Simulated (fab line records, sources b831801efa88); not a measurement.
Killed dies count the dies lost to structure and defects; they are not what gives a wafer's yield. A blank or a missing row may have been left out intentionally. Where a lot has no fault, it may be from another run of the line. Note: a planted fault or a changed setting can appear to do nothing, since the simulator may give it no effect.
Which tool was responsible?	flow sky130	33 wafers from 11 lots sampled at 4 of the route's 708 steps

== WHAT THE GAUGES SHOWED, per wafer ==
SKY_VIA2_BOW_MEAS_03. Usual: VIA2_BOW 85 um, standard deviation 7.7.
lot	measured	on	VIA2_BOW (um)	flag
L112	day 36 00:47	film metro-01	78 79 84	
L117	day 37 18:49	film metro-04	101 98 84	
L118	day 37 21:08	film metro-01	87 89 98	
L125	day 40 04:43	film metro-04	88 90 81	
L126	day 40 15:30	film metro-01	87 75 86	
L128	day 40 20:18	film metro-01	76 78 67	
L127	day 40 20:30	film metro-04	96 102 83	
L129	day 41 01:22	film metro-01	74 82 90	
L130	day 41 14:48	film metro-03	79 91 81	
L131	day 41 22:32	film metro-03	88 86 90	
L132	day 42 01:01	film metro-01	78 90 86	

== WHICH TOOL RAN EACH LOT (tool, then ch and the chambers of the sampled wafers, then the start) ==
lot	SKY_METAL1_METAL_ETCH_19	SKY_METAL2_SPUTTER_00	SKY_METAL2_ETCH_18
L112	rie metal-01 ch 0,1, day 33 15:59	pvd sputter-01, day 34 19:59	rie metal-04 ch 0,1, day 35 23:06
L117	rie metal-03 ch 1, day 35 11:52	pvd sputter-01, day 36 16:28	rie metal-04 ch 0,1, day 37 17:31
L118	rie metal-03 ch 1, day 35 13:05	pvd sputter-03, day 36 18:08	rie metal-04 ch 0,1, day 37 19:50
L125	rie metal-03 ch 1, day 37 22:31	pvd sputter-01, day 39 02:15	rie metal-01 ch 0,1, day 40 03:27
L126	rie metal-01 ch 0, day 38 09:37	pvd sputter-02, day 39 13:20	rie metal-01 ch 0,1, day 40 14:15
L128	rie metal-04 ch 0,1, day 38 13:41	pvd sputter-03, day 39 17:51	rie metal-02 ch 0,1, day 40 19:04
L127	rie metal-01 ch 0,1, day 38 14:58	pvd sputter-03, day 39 19:03	rie metal-01 ch 0,1, day 40 19:12
L129	rie metal-03 ch 0,1, day 38 20:41	pvd sputter-01, day 39 23:53	rie metal-04 ch 0,1, day 41 00:04
L130	rie metal-04 ch 0,1, day 39 09:46	pvd sputter-02, day 40 13:26	rie metal-04 ch 0,1, day 41 13:33
L131	rie metal-04 ch 0,1, day 39 18:58	pvd sputter-03, day 40 21:59	rie metal-01 ch 0,1, day 41 21:10
L132	rie metal-03 ch 0,1, day 39 20:28	pvd sputter-01, day 40 23:46	rie metal-02 ch 0,1, day 41 23:28
- SKY_METAL1_METAL_ETCH_19: etches the open film in Cl2/BCl3, stops on SiO2, target depth 360 nm, time 78 s.
- SKY_METAL2_SPUTTER_00: material Ti, target thk 15 nm, time 10 s.
- SKY_METAL2_ETCH_18: etches BARC in N2/H2, stops on SiO2, time 45.9 s, target depth 60 nm.

== WHAT THE TOOLS THEMSELVES READ (means of the sampled wafers that have a number; where no wafer has one, the mark that the record gives instead) ==
SKY_METAL1_METAL_ETCH_19. Usual: for bcl3 flow sccm, 29.99 sccm with a standard deviation of 0.084; for bias w, 48.49 W with a standard deviation of 0.16; for chamber pressure mTorr, 9.999 mTorr with a standard deviation of 0.009; for drypump motor current A, 5.7 A with a standard deviation of 0.32; for oes product au, 0.856 a.u. with a standard deviation of 0.0051; for rf fwd power W, 894 W with a standard deviation of 3.3; for throttle valve pct, 22.265 % with a standard deviation of 0.0086.
lot	tool	bcl3 flow sccm (sccm)	bias w (W)	chamber pressure mTorr (mTorr)	drypump motor current A (A)	oes product au (a.u.)	rf fwd power W (W)	throttle valve pct (%)	flag
L112	rie metal-01	30.04	48.64	10.000	6.1	0.864	889	22.268	
L117	rie metal-03	30.06	48.62	9.995	5.4	0.854	893	22.275	
L118	rie metal-03	29.98	48.36	9.997	5.4	0.854	891	22.269	
L125	rie metal-03	30.06	48.49	9.997	5.5	0.857	896	22.265	
L126	rie metal-01	30.00	48.38	10.000	5.9	0.856	894	22.269	
L128	rie metal-04	30.03	48.60	10.004	5.4	0.857	893	22.260	
L127	rie metal-01	30.08	48.32	10.002	6.2	0.854	892	22.266	
L129	rie metal-03	30.02	48.59	9.994	5.5	0.859	895	22.265	
L130	rie metal-04	30.03	48.73	9.997	5.5	0.860	894	22.266	
L131	rie metal-04	29.98	48.63	10.001	5.4	0.858	893	22.260	
L132	rie metal-03	30.07	48.43	9.996	5.5	0.853	896	22.271	

SKY_METAL2_SPUTTER_00. Usual: chamber pressure pa 0.4001 Pa, standard deviation 0.00075; throttle valve pct 30.1 %, standard deviation 0.89.
lot	tool	chamber pressure pa (Pa)	throttle valve pct (%)	flag
L112	pvd sputter-01	0.4003	30.6	
L117	pvd sputter-01	0.4001	30.8	
L118	pvd sputter-03	0.3995	30.1	
L125	pvd sputter-01	0.3997	30.6	
L126	pvd sputter-02	0.3998	29.3	
L128	pvd sputter-03	0.3999	30.1	
L127	pvd sputter-03	0.4003	30.3	
L129	pvd sputter-01	0.4000	30.1	
L130	pvd sputter-02	0.4000	29.8	
L131	pvd sputter-03	0.3998	29.9	
L132	pvd sputter-01	0.4005	30.8	

SKY_METAL2_ETCH_18. Usual: bias w 99.97 W, standard deviation 0.28; chamber pressure mTorr 30.00 mTorr, standard deviation 0.042; drypump motor current A 6.0 A, standard deviation 0.34; oes product au 0.855 a.u., standard deviation 0.0041; rf fwd power W 495.5 W, standard deviation 2.6; throttle valve pct 13.225 %, standard deviation 0.0094.
lot	tool	bias w (W)	chamber pressure mTorr (mTorr)	drypump motor current A (A)	oes product au (a.u.)	rf fwd power W (W)	throttle valve pct (%)	flag
L112	rie metal-04	99.94	30.00	5.4	0.855	496.0	13.233	
L117	rie metal-04	100.01	30.01	5.5	0.854	523.2	13.230	OFF
L118	rie metal-04	99.80	30.04	5.5	0.856	524.7	13.222	OFF
L125	rie metal-01	99.92	30.02	6.1	0.857	495.2	13.227	
L126	rie metal-01	100.03	29.98	6.2	0.856	496.2	13.230	
L128	rie metal-02	99.72	29.98	6.2	0.853	496.6	13.225	
L127	rie metal-01	99.64	30.01	6.2	0.853	495.2	13.234	
L129	rie metal-04	99.85	29.98	5.4	0.851	496.1	13.231	
L130	rie metal-04	99.94	30.01	5.6	0.856	494.9	13.221	
L131	rie metal-01	99.91	30.04	6.2	0.856	493.1	13.219	
L132	rie metal-02	99.61	29.99	6.2	0.858	496.2	13.224	

== THE ANSWER, worked out from the rows above alone ==
Rule: a lot is off if the mean of its wafers that have a number lies more than 3 standard deviations from the usual mean. A lot without any number at a reading at which 4 lots or more have one is off too. All remaining lots with rows at the step are treated as sound. The gauges are gone through in route order, then the tools' own readings, and for those a lot's mean is taken as printed above. At the first step where some lot is off, the reading lying furthest off is the one used; lots without a number count as furthest.
Off: L117, L118, at SKY_METAL2_ETCH_18 (rf fwd power W).
If a tool, at that step or one of the process steps before it, ran each lot that is off and ran no sound lot following the first of them, it fits. Of those tried, none fits.

== WHAT THE SIMULATOR PUT IN ==
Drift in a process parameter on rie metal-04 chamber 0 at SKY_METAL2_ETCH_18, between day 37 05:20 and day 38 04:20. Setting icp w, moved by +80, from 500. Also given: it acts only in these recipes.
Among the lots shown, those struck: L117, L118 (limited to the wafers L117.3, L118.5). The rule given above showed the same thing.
